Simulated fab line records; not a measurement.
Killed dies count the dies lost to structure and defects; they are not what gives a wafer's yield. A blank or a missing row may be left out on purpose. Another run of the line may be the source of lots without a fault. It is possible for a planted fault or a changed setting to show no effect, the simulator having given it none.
Which tool was responsible? + flow gf180mcu + Sampling: 7 lots, 21 wafers, 4 of 602 route steps

== WHAT THE GAUGES READ, wafer by wafer ==
GF_POLY_GATE_CD_MEAS_18.
| lot  | measured     | on       | cdNm (nm)         |
|------|--------------|----------|-------------------|
| L406 | day 10 00:19 | cdSem-01 | 279.5 280.0 277.2 |
| L408 | day 10 14:20 | cdSem-01 | 279.2 279.0 281.6 |
| L410 | day 11 02:41 | cdSem-02 | 281.4 281.7 279.8 |
| L415 | day 12 12:53 | cdSem-02 | 278.6 278.8 279.9 |
| L417 | day 13 03:30 | cdSem-01 | 277.9 277.9 280.0 |
| L422 | day 14 15:20 | cdSem-01 | - - -             |
| L427 | day 16 07:02 | cdSem-02 | 278.2 276.3 279.5 |

== WHICH TOOL RAN EACH LOT (tool, then ch and the chambers of the sampled wafers, then the start) ==
| lot  | GF_POLY_GATE_ETCH_12              | GF_POLY_GATE_ETCH_13            | GF_POLY_GATE_STRIP_14               |
|------|-----------------------------------|---------------------------------|-------------------------------------|
| L406 | rieDiel-01 ch 0,1, day 9 22:44    | rieSi-01 ch 0,2,3, day 9 22:47  | plasmaAsher-01 ch 0,1, day 9 22:50  |
| L408 | rieDiel-03 ch 0,1,3, day 10 12:44 | rieSi-01 ch 0,1,3, day 10 12:47 | plasmaAsher-02 ch 0,1, day 10 12:51 |
| L410 | rieDiel-02 ch 0,1,2, day 11 00:20 | rieSi-01 ch 0,1,2, day 11 00:23 | plasmaAsher-03 ch 1, day 11 00:26   |
| L415 | rieDiel-01 ch 0,3, day 12 10:25   | rieSi-01 ch 1,3, day 12 10:28   | plasmaAsher-02 ch 0,1, day 12 10:32 |
| L417 | rieDiel-02 ch 0,2,3, day 13 01:50 | rieSi-02 ch 0,1,3, day 13 01:53 | plasmaAsher-02 ch 0,1, day 13 01:57 |
| L422 | rieDiel-01 ch 1,2, day 14 13:46   | rieSi-02 ch 0,1,3, day 14 13:49 | plasmaAsher-01 ch 0,1, day 14 13:53 |
| L427 | rieDiel-02 ch 0,1,3, day 16 04:40 | rieSi-02 ch 0,1, day 16 04:43   | plasmaAsher-01 ch 0,1, day 16 04:49 |
- GF_POLY_GATE_ETCH_12: etches BARC in N2/H2.
- GF_POLY_GATE_ETCH_13: etches poly-Si in HBr/Cl2, stops on SiO2, target depth 198.5 nm, time 69.6 s.
- GF_POLY_GATE_STRIP_14: strips in O2/N2.

== THE ANSWER, worked out from the rows above alone ==
Rule: usual is defined by the lots themselves. The widest of any qualifying gaps counts: lots, ordered by their means at a reading, are off when they make up no more than a third of the lots, leave a main group of 4 or more, and stand apart from it by 3 or more times the standard deviation of that group's means. If all means in a main group match to the digits the tables above print for the reading, that group is not used. A lot without any number at a reading at which 4 lots or more have one is off too. All remaining lots with rows at the step are treated as sound.
Off at GF_POLY_GATE_CD_MEAS_18 (cdNm): L422. Without a number there: L422. The main group: mean 279.2 nm, standard deviation 0.96.
A tool fits if, at a process step before that reading, it ran every lot that is off, and no sound lot after the first of them. Those tools and the gauges at GF_POLY_GATE_CD_MEAS_18 are tried in the same way. 2 tools fit, rieDiel-01 at GF_POLY_GATE_ETCH_12 and cdSem-01 at GF_POLY_GATE_CD_MEAS_18, so this cannot tell which one it is.

== WHAT THE SIMULATOR HAD PUT IN ==
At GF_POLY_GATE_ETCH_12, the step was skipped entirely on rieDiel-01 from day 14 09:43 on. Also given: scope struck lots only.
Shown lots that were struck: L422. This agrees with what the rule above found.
